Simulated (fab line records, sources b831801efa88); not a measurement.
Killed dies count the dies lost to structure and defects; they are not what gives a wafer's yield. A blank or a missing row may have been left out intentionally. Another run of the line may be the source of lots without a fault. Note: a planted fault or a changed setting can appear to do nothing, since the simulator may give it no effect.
Which tool is to blame? ; flow gf180mcu ; 39 wafers from 13 lots sampled at 2 of the route's 602 steps

## WHAT THE GAUGES READ, wafer by wafer
GF_HV_LDD_RS_MEAS_53: the measuring method here is four-point-probe.
lot;measured;on;HV_LDD_RS (ohm/sq)
L216;day 12 22:56;film_metro-03;419.8 418.4 420.4
L217;day 13 06:58;film_metro-04;417.6 417.9 418.9
L218;day 13 10:59;film_metro-03;419.0 419.8 419.7
L219;day 13 21:59;film_metro-04;418.2 419.8 418.9
L220;day 14 03:20;film_metro-03;417.8 418.3 419.7
L222;day 14 20:14;film_metro-04;422.3 421.1 422.4
L224;day 15 07:11;film_metro-02;420.7 421.4 422.3
L232;day 18 04:52;film_metro-03;419.6 418.9 419.4
L233;day 18 11:10;film_metro-04;419.0 419.2 419.5
L234;day 18 19:41;film_metro-04;417.4 417.8 418.1
L235;day 19 00:37;film_metro-04;419.6 419.4 417.5
L236;day 19 09:48;film_metro-02;418.9 418.0 418.3
L237;day 20 06:34;film_metro-02;418.5 418.3 419.0

## WHICH TOOL RAN EACH LOT (tool, then ch and the chambers of the sampled wafers, then the start)
lot;GF_HV_LDD_IMPLANT_35
L216;implanter-02 ch 0, day 12 02:22
L217;implanter-02 ch 0, day 12 10:11
L218;implanter-02 ch 0, day 12 14:23
L219;implanter-02 ch 0, day 13 00:56
L220;implanter-02 ch 0, day 13 05:32
L222;implanter-02 ch 0, day 13 22:08
L224;implanter-02 ch 0, day 14 08:46
L232;implanter-04 ch 0, day 17 04:50
L233;implanter-02 ch 0, day 17 11:09
L234;implanter-03 ch 0, day 17 19:46
L235;implanter-04 ch 0, day 18 00:20
L236;implanter-04 ch 0, day 18 08:55
L237;implanter-04 ch 0, day 19 05:17
- GF_HV_LDD_IMPLANT_35

## WHAT THE TOOLS THEMSELVES READ (means of the sampled wafers that have a number; where no wafer has one, the mark that the record gives instead)
GF_HV_LDD_IMPLANT_35.
lot;tool;dose_ions_cm2;faraday_current_uA;rotation_deg (degrees)
L216;implanter-02;7.5e+12;41.7;180.01
L217;implanter-02;7.5e+12;42.1;179.98
L218;implanter-02;7.5e+12;42.8;179.99
L219;implanter-02;7.5e+12;41.9;179.99
L220;implanter-02;7.5e+12;42.2;180.01
L222;implanter-02;6.3e+12;36.1;179.99
L224;implanter-02;6.3e+12;35.7;180.00
L232;implanter-04;7.5e+12;41.9;180.01
L233;implanter-02;7.5e+12;42.6;180.01
L234;implanter-03;7.5e+12;41.7;180.03
L235;implanter-04;7.5e+12;42.3;179.99
L236;implanter-04;7.5e+12;41.6;180.00
L237;implanter-04;7.5e+12;41.7;179.97

## THE ANSWER, worked out from the rows above alone
Rule: what is usual is taken from the lots themselves. The widest of any qualifying gaps counts: lots, ordered by their means at a reading, are off when they make up no more than a third of the lots, leave a main group of 4 or more, and stand apart from it by 3 or more times the standard deviation of that group's means. A main group whose means are all the same, to the digits that the tables above print for the reading, isn't used. Also off: a lot with no number at a reading for which 4 or more lots have one. The other lots that the step has rows for count as sound. First the gauges in route order, then the tools' own readings, where a lot's mean is used as printed above. The first step at which some lot is off is used, and at that step the reading that is off furthest; a lot without a number counts as furthest.
Off: L222, L224, at GF_HV_LDD_RS_MEAS_53 (HV_LDD_RS). Mean 418.8 ohm/sq and standard deviation 0.54 in the main group.
A tool fits if, at a process step before that reading, it ran every lot that is off, and no sound lot after the first of them. Not tried: the gauges at GF_HV_LDD_RS_MEAS_53; whatever is off there is also off at GF_HV_LDD_IMPLANT_35, on other tools, and gauge error can't account for it. Of those tried, none fits.

## WHAT THE SIMULATOR PUT IN
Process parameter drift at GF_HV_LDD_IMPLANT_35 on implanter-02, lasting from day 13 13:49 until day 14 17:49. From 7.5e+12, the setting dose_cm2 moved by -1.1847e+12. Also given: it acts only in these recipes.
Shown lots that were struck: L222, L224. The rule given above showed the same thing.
